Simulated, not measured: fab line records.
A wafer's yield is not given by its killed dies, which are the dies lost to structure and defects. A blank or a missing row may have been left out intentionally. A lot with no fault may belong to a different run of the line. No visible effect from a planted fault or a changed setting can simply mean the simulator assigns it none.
2 desks looking at one fault ; flow sfq-line ; numbers are kept per desk, each desk with only its own; the story behind them comes last

== TOOL OWNER'S DESK, rie-metal-04 ==
The tool's own readings at SFQ_TRILAYER_M1_ETCH_METAL_ETCH_042 (etches Nb in Cl2/Ar, stops on SiO2, target depth 240 nm, time 120 s): means of the sampled wafers that have a number, for each lot that ran on this tool. Any lot whose mean is over 4 standard deviations away from the usual mean is out of limits and marked OUT; that distance is given in the brackets.
Columns: A = drypump-motor-current-A at SFQ_TRILAYER_M1_ETCH_METAL_ETCH_042, usual 5.8 A; B = oes-product-au at SFQ_TRILAYER_M1_ETCH_METAL_ETCH_042, usual 0.895 a.u.; C = run-length-s at SFQ_TRILAYER_M1_ETCH_METAL_ETCH_042, usual 148.4 s
lot;first seen here;A;B;C
L296;day 13 12:56;5.9;0.901;148.0
L297;day 13 17:44;5.9;0.930 (+5.0) OUT;144.7 (-4.8) OUT
L302;day 15 00:58;6.2;0.942 (+6.7) OUT;143.7 (-6.0) OUT
L316;day 20 00:23;6.0;0.884;148.4
This desk's finding: out of limits on L297, L302; first on L297, day 13 17:44 (oes-product-au at SFQ_TRILAYER_M1_ETCH_METAL_ETCH_042). L296, L316: within limits.

== FROM THE METROLOGY DESK ==
Lot by lot, what the gauges showed, no matter which tool ran the lot: averages of those sampled wafers that carry a number. Any lot whose mean is over 4 standard deviations away from the usual mean is out of limits and marked OUT; that distance is given in the brackets.
Columns: A = M1_NB_RS at SFQ_M1_RS_MEAS_909, usual 0.888 ohm/sq; B = M1_OVL at SFQ_M1_OVL_MEAS_911, usual 0 nm
lot;first seen here;A;B
L296;day 10 06:09;0.877;-5
L297;day 10 09:08;0.884;-1
L302;day 11 10:50;0.885;-1
L311;day 14 05:32;0.890;-1
L316;day 15 11:37;0.905;6
L317;day 15 20:00;0.897;-8
Result from this desk: across the 6 lots, nothing is out of limits.

== BROUGHT TOGETHER ==
The tool owner's desk could have raised an alarm at day 13 17:44, on L297, L302.
From the metrology desk's view, nothing was out of limits.
The metrology desk has L297, L302 on record, within its limits.
Of the lots named, all ran SFQ_TRILAYER_M1_ETCH_METAL_ETCH_042 on rie-metal-04.

== WHAT THE SIMULATOR HAD INSERTED ==
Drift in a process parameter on rie-metal-04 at SFQ_TRILAYER_M1_ETCH_METAL_ETCH_042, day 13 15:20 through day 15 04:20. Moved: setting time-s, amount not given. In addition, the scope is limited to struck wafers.
Struck lots among those shown: L297, L302.
Each desk's first reading out of limits, in hours after the fault started: the tool owner's desk, 2.
